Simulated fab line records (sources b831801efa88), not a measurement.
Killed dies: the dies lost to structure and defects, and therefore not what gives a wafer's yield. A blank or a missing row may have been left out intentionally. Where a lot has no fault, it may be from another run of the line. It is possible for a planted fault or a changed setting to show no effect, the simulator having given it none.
Matching of chambers    flow gf180mcu    3 sister chambers for GF_MIM_CVD_05 on pecvd-03
The step deposits Si3N4, target thk 42 nm, time 29.086 s. 6 wafers are shown with their chamber, then 7 later ones without.

WAFERS WITH THEIR CHAMBER
wafer   chamber  heater_power_w (W)  run_length_s (s)
L606.4  0        525                 56.6
L613.4  2        733                 56.5
L613.5  0        545                 57.1
L613.6  1        699                 57.0
L618.1  1        665                 56.8
L618.4  2        680                 56.5

WAFERS WITHOUT THEIR CHAMBER
wafer   heater_power_w (W)  run_length_s (s)
L618.5  591                 56.9
L619.4  673                 56.4
L619.5  695                 56.5
L619.6  584                 57.3
L620.2  612                 56.5
L620.4  493                 56.4
L620.5  614                 57.0

EACH ONE'S CHAMBER
wafer   from the rows above           in truth
L618.5  can't be placed: 0 or 1       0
L619.4  can't be placed: 2 or 1       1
L619.5  can't be placed: 2 or 1       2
L619.6  can't be placed: 0 or 1       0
L620.2  can't be placed: 1 or 0 or 2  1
L620.4  0                             0
L620.5  can't be placed: 1 or 0 or 2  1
Placed correctly: 1 of 7. Can't be placed from these rows: 6 (the true chamber is among the candidates in 6). Number placed wrongly: 0.
How it was worked out, from the rows above alone: a wafer's distance from a chamber is the root of the sum, over the readings, of the square of ((its reading less the chamber's mean) divided by the reading's scatter). The wafer belongs to the nearest chamber; if the next one is less than 2 further off, it can't be placed. For every chamber, the mean is computed from those of its wafers that are shown. How the scatter is found: for the shown wafers, subtract from each reading the mean of its chamber, square and add these, divide the total by (wafers less chambers), then take the root.
